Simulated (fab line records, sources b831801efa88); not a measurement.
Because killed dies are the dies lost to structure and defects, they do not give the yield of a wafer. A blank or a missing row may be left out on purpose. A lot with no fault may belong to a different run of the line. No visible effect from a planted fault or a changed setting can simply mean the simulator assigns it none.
The tool behind it: which one?    flow gf180mcu    13 lots, 36 wafers sampled, at 5 steps of a route of 602

## WHAT EACH GAUGE READ, for each wafer
GF_TOP_METAL_CD_MEAS_14: target cd 440 nm. Usual: cdNm 439.3 nm, standard deviation 2.2.
lot   measured      on        cdNm (nm)          flag
L705  day 28 01:10  cdSem-02  442.9 441.6 439.8  
L706  day 28 07:50  cdSem-02  436.8 439.7 439.2  
L708  day 29 01:16  cdSem-02  444.9 444.0 440.9  
L711  day 29 19:43  cdSem-01  440.0 440.6 440.8  
L712  day 30 02:38  cdSem-01  436.6 438.2 437.9  
L713  day 30 15:52  cdSem-02  440.7 441.6 441.0  
L714  day 30 20:25  cdSem-02  439.0 437.2 437.9  
L717  day 32 01:05  cdSem-01  438.2 440.3        
L720  day 32 08:23  cdSem-01  437.3 437.7        
L721  day 32 16:59  cdSem-02  440.8 439.0        
L726  day 33 16:28  cdSem-02  436.7 436.7 434.6  
L727  day 33 23:38  cdSem-01  440.8 438.0 439.5  
L728  day 34 03:01  cdSem-02  436.2 438.8 438.4  

GF_PASSIVATION_THK_MEAS_01. Usual: PASSIVATION_CVD_00_THK typically reads 1001 nm, with standard deviation 12.
lot   measured      on            PASSIVATION_CVD_00_THK (nm)  flag
L705  day 28 02:11  filmMetro-01  986 1000 995                 
L706  day 28 08:50  filmMetro-04  991 990 1001                 
L708  day 29 02:14  filmMetro-02  997 998 995                  
L711  day 29 20:40  filmMetro-01  1008 1011 1012               
L712  day 30 03:35  filmMetro-02  978 989 996                  
L713  day 30 16:51  filmMetro-02  997 1029 1016                
L714  day 30 21:22  filmMetro-02  991 1002 1003                
L717  day 32 02:05  filmMetro-02  562 559                      OFF
L720  day 32 09:37  filmMetro-01  575 1015                     OFF
L721  day 32 18:08  filmMetro-04  552 989                      OFF
L726  day 33 17:42  filmMetro-01  995 993 1007                 
L727  day 34 00:34  filmMetro-04  996 1007 1007                
L728  day 34 03:58  filmMetro-02  1017 1006 1022               

## EACH LOT AND THE TOOL THAT RAN IT (in order: tool; ch and the chambers of the sampled wafers; start)
lot   GF_M5_ETCH_09                      GF_V5_STRIP_18                       GF_PASSIVATION_CVD_00
L705  rieDiel-01 ch 0,1,3, day 26 05:45  plasmaAsher-04 ch 0,1, day 27 04:09  pecvd-04 ch 0,2, day 28 02:05
L706  rieDiel-04 ch 0,2,3, day 26 11:16  plasmaAsher-04 ch 0,1, day 27 09:36  pecvd-03 ch 0,1,2, day 28 08:45
L708  rieDiel-02 ch 0,1,3, day 27 05:39  plasmaAsher-04 ch 0, day 28 03:55    pecvd-04 ch 0,1,2, day 29 02:09
L711  rieDiel-02 ch 0,2,3, day 28 03:04  plasmaAsher-04 ch 0,1, day 29 00:15  pecvd-01 ch 0,1,2, day 29 20:35
L712  rieDiel-02 ch 0,1,2, day 28 09:32  plasmaAsher-02 ch 0,1, day 29 06:39  pecvd-03 ch 0,1,2, day 30 03:30
L713  rieDiel-02 ch 0,1, day 28 23:43    plasmaAsher-02 ch 0,1, day 29 20:27  pecvd-01 ch 0,1, day 30 16:43
L714  rieDiel-04 ch 0,1,2, day 29 04:20  plasmaAsher-04 ch 0,1, day 30 00:57  pecvd-03 ch 0,1,2, day 30 21:17
L717  rieDiel-01 ch 2,3, day 30 11:16    plasmaAsher-03 ch 1, day 31 06:34    pecvd-03 ch 0,1, day 32 02:01
L720  rieDiel-01 ch 2,3, day 30 19:26    plasmaAsher-02 ch 0,1, day 31 14:34  pecvd-03 ch 1, day 32 09:28
L721  rieDiel-04 ch 0,1, day 31 04:07    plasmaAsher-03 ch 0, day 31 23:21    pecvd-03 ch 0,2, day 32 18:04
L726  rieDiel-02 ch 1,2,3, day 32 05:38  plasmaAsher-02 ch 0,1, day 32 23:41  pecvd-04 ch 0,2, day 33 17:37
L727  rieDiel-02 ch 0,3, day 32 12:23    plasmaAsher-04 ch 0,1, day 33 06:43  pecvd-01 ch 0,1,2, day 34 00:28
L728  rieDiel-02 ch 1,3, day 32 16:32    plasmaAsher-02 ch 0,1, day 33 10:03  pecvd-01 ch 0,2, day 34 03:52
- GF_M5_ETCH_09: etches Si3N4 in CF4/O2, target depth 52 nm, time 11.6 s.
- GF_V5_STRIP_18: strips in O2/N2.
- GF_PASSIVATION_CVD_00: deposits SiO2 from TEOS, target thk 1000 nm, time 111.95 s.

## AS READ BY THE TOOLS THEMSELVES (means over the sampled wafers that have a number; for cases with no such wafer, the mark the record gives instead)
GF_M5_ETCH_09. Usual: drypumpMotorCurrentA 5.7 A, standard deviation 0.32; oesProductAu 1.002 a.u., standard deviation 0.0069; throttleValvePct 5.971 %, standard deviation 0.0098.
lot   tool        drypumpMotorCurrentA (A)  oesProductAu (a.u.)  throttleValvePct (%)  flag
L705  rieDiel-01  5.3                       1.001                5.959                 
L706  rieDiel-04  5.6                       1.001                5.972                 
L708  rieDiel-02  5.8                       1.001                5.978                 
L711  rieDiel-02  5.5                       1.004                5.966                 
L712  rieDiel-02  5.6                       1.002                5.972                 
L713  rieDiel-02  5.9                       1.005                5.965                 
L714  rieDiel-04  5.8                       1.010                5.971                 
L717  rieDiel-01  5.7                       0.996                5.946                 
L720  rieDiel-01  5.8                       1.000                5.973                 
L721  rieDiel-04  5.8                       1.009                5.976                 
L726  rieDiel-02  5.7                       1.011                5.976                 
L727  rieDiel-02  5.7                       0.997                5.971                 
L728  rieDiel-02  6.0                       1.008                5.977                 

GF_V5_STRIP_18. Usual: drypumpMotorCurrentA 6.03 A, standard deviation 0.25; heaterPowerW 312 W, standard deviation 34; oesProductAu 0.568 a.u., standard deviation 0.005.
lot   tool            drypumpMotorCurrentA (A)  heaterPowerW (W)  oesProductAu (a.u.)  flag
L705  plasmaAsher-04  6.02                      276               0.570                
L706  plasmaAsher-04  6.11                      274               0.560                
L708  plasmaAsher-04  5.95                      285               0.568                
L711  plasmaAsher-04  6.03                      280               0.570                
L712  plasmaAsher-02  6.00                      311               0.571                
L713  plasmaAsher-02  5.72                      314               0.570                
L714  plasmaAsher-04  6.12                      272               0.568                
L717  plasmaAsher-03  6.11                      338               0.571                
L720  plasmaAsher-02  5.85                      318               0.565                
L721  plasmaAsher-03  6.08                      353               0.572                
L726  plasmaAsher-02  5.75                      312               0.569                
L727  plasmaAsher-04  6.11                      274               0.569                
L728  plasmaAsher-02  5.75                      316               0.563                

GF_PASSIVATION_CVD_00. Usual: heaterPowerW 597 W, standard deviation 120; runLengthS 139.8 s, standard deviation 0.44.
lot   tool      heaterPowerW (W)  runLengthS (s)  flag
L705  pecvd-04  758               139.9           
L706  pecvd-03  582               139.5           
L708  pecvd-04  637               139.7           
L711  pecvd-01  553               140.0           
L712  pecvd-03  584               139.6           
L713  pecvd-01  523               139.9           
L714  pecvd-03  571               139.8           
L717  pecvd-03  626               90.8            OFF
L720  pecvd-03  468               115.2           OFF
L721  pecvd-03  642               115.0           OFF
L726  pecvd-04  692               139.9           
L727  pecvd-01  580               140.0           
L728  pecvd-01  610               140.2           

## THE ANSWER, worked out from the rows above alone
Rule: lot off if the mean of its wafers having a number is beyond 3 standard deviations from the usual mean. A lot without any number at a reading at which 4 lots or more have one is off too. The other lots that the step has rows for count as sound. First the gauges in route order, then the tools' own readings, where a lot's mean is used as printed above. At the first step where some lot is off, the reading lying furthest off is the one used; lots without a number count as furthest.
Off: L717, L720, L721, seen at GF_PASSIVATION_THK_MEAS_01 (PASSIVATION_CVD_00_THK).
If a tool, at a process step before that reading, ran all the lots that are off and no sound lot after the first of them, it fits. The gauges at GF_PASSIVATION_THK_MEAS_01 aren't tried: what is off there is off at GF_PASSIVATION_CVD_00 too, on other tools, and a gauge's error can't cause that. One candidate fits, namely pecvd-03 at GF_PASSIVATION_CVD_00. A fault onset in the window from L714 (day 30 21:17, its last sound lot) to L717 (day 32 02:01, its first lot off) fits.
The tool's own readings at GF_PASSIVATION_CVD_00 bear it out: on the lots that are off they differ by more than 5 times the standard deviation of the sound lots' means. runLengthS reads 107.0 s there against 139.8 s on the sound lots.

## WHAT HAD BEEN PUT IN BY THE SIMULATOR
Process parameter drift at GF_PASSIVATION_CVD_00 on pecvd-03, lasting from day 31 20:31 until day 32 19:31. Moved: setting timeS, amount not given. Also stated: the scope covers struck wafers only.
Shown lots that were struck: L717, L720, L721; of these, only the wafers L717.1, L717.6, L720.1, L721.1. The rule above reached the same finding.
